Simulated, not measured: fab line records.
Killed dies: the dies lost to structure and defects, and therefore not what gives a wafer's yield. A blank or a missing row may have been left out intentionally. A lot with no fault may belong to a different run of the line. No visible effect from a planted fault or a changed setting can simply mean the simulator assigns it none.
What tool caused it? :: flow sky130 :: Sampling: 10 lots, 30 wafers, 3 of 708 route steps

== WHAT EACH GAUGE READ, for each wafer ==
SKY_VIA3_RS_MEAS_22: measurement is done with a four-point probe.
lot: L974
measured: day 41 03:10
on: film_metro-04
VIA3_W_RS (ohm/sq): 0.290 0.294 0.292

lot: L976
measured: day 41 22:03
on: film_metro-02
VIA3_W_RS (ohm/sq): 0.282 0.289 0.282

lot: L977
measured: day 41 22:17
on: film_metro-03
VIA3_W_RS (ohm/sq): 0.296 0.298 0.295

lot: L978
measured: day 42 05:41
on: film_metro-03
VIA3_W_RS (ohm/sq): 0.296 0.285 0.296

lot: L981
measured: day 43 05:22
on: film_metro-04
VIA3_W_RS (ohm/sq): 0.291 0.298 0.292

lot: L982
measured: day 43 12:41
on: film_metro-04
VIA3_W_RS (ohm/sq): 0.294 0.291 0.294

lot: L985
measured: day 44 05:42
on: film_metro-03
VIA3_W_RS (ohm/sq): 0.296 0.294 0.297

lot: L988
measured: day 45 09:00
on: film_metro-04
VIA3_W_RS (ohm/sq): 0.416 0.420 0.291 0.416 0.421 0.291

lot: L990
measured: day 45 14:25
on: film_metro-03
VIA3_W_RS (ohm/sq): 0.292 0.293 0.296

lot: L991
measured: day 45 20:09
on: film_metro-04
VIA3_W_RS (ohm/sq): 0.288 0.411 0.414 0.288 0.411 0.413

== WHICH TOOL RAN EACH LOT (tool, then ch and the chambers of the sampled wafers, then the start) ==
lot: L974
SKY_METAL3_METAL_ETCH_18: rie_metal-04 ch 0, day 39 23:44
SKY_VIA3_CVD_21: cvd_w-01 ch 0,1, day 41 03:01

lot: L976
SKY_METAL3_METAL_ETCH_18: rie_metal-02 ch 0,1, day 40 19:52
SKY_VIA3_CVD_21: cvd_w-02 ch 0,1, day 41 21:56

lot: L977
SKY_METAL3_METAL_ETCH_18: rie_metal-01 ch 0,1, day 40 20:09
SKY_VIA3_CVD_21: cvd_w-01 ch 0,1, day 41 22:09

lot: L978
SKY_METAL3_METAL_ETCH_18: rie_metal-01 ch 0,1, day 41 03:07
SKY_VIA3_CVD_21: cvd_w-02 ch 0,1, day 42 05:34

lot: L981
SKY_METAL3_METAL_ETCH_18: rie_metal-02 ch 0,1, day 42 04:19
SKY_VIA3_CVD_21: cvd_w-01 ch 0,1, day 43 05:14

lot: L982
SKY_METAL3_METAL_ETCH_18: rie_metal-04 ch 0,1, day 42 11:10
SKY_VIA3_CVD_21: cvd_w-01 ch 0,1, day 43 12:31

lot: L985
SKY_METAL3_METAL_ETCH_18: rie_metal-04 ch 0,1, day 43 03:54
SKY_VIA3_CVD_21: cvd_w-01 ch 0,1, day 44 05:34

lot: L988
SKY_METAL3_METAL_ETCH_18: rie_metal-02 ch 0,1, day 44 07:46
SKY_VIA3_CVD_21: cvd_w-02 ch 0,1, day 45 08:52

lot: L990
SKY_METAL3_METAL_ETCH_18: rie_metal-04 ch 0,1, day 44 13:50
SKY_VIA3_CVD_21: cvd_w-01 ch 0,1, day 45 14:17

lot: L991
SKY_METAL3_METAL_ETCH_18: rie_metal-01 ch 0,1, day 44 21:19
SKY_VIA3_CVD_21: cvd_w-02 ch 0,1, day 45 20:01
- SKY_METAL3_METAL_ETCH_18: etches the open film in Cl2/BCl3, stops on SiO2, target depth 845 nm, time 183.1 s.
- SKY_VIA3_CVD_21: deposits W, target thk 390 nm, time 117.31 s.

== THE ANSWER, worked out from the rows above alone ==
Rule: what is usual is taken from the lots themselves. The widest of any qualifying gaps counts: lots, ordered by their means at a reading, are off when they make up no more than a third of the lots, leave a main group of 4 or more, and stand apart from it by 3 or more times the standard deviation of that group's means. Not used: any main group whose means are identical at the precision the tables above print for the reading. A lot without any number at a reading at which 4 lots or more have one is off too. Where the step has rows for the other lots, those lots are counted as sound.
Off: L988, L991, seen at SKY_VIA3_RS_MEAS_22 (VIA3_W_RS). Main group: mean 0.293 ohm/sq, sd 0.0034.
A tool fits if, at a process step before that reading, it ran every lot that is off, and no sound lot after the first of them. The gauges at SKY_VIA3_RS_MEAS_22 are tried like those tools. 2 tools fit, cvd_w-02 at SKY_VIA3_CVD_21 and film_metro-04 at SKY_VIA3_RS_MEAS_22, so this cannot tell which one it is.

== WHAT THE SIMULATOR PUT IN ==
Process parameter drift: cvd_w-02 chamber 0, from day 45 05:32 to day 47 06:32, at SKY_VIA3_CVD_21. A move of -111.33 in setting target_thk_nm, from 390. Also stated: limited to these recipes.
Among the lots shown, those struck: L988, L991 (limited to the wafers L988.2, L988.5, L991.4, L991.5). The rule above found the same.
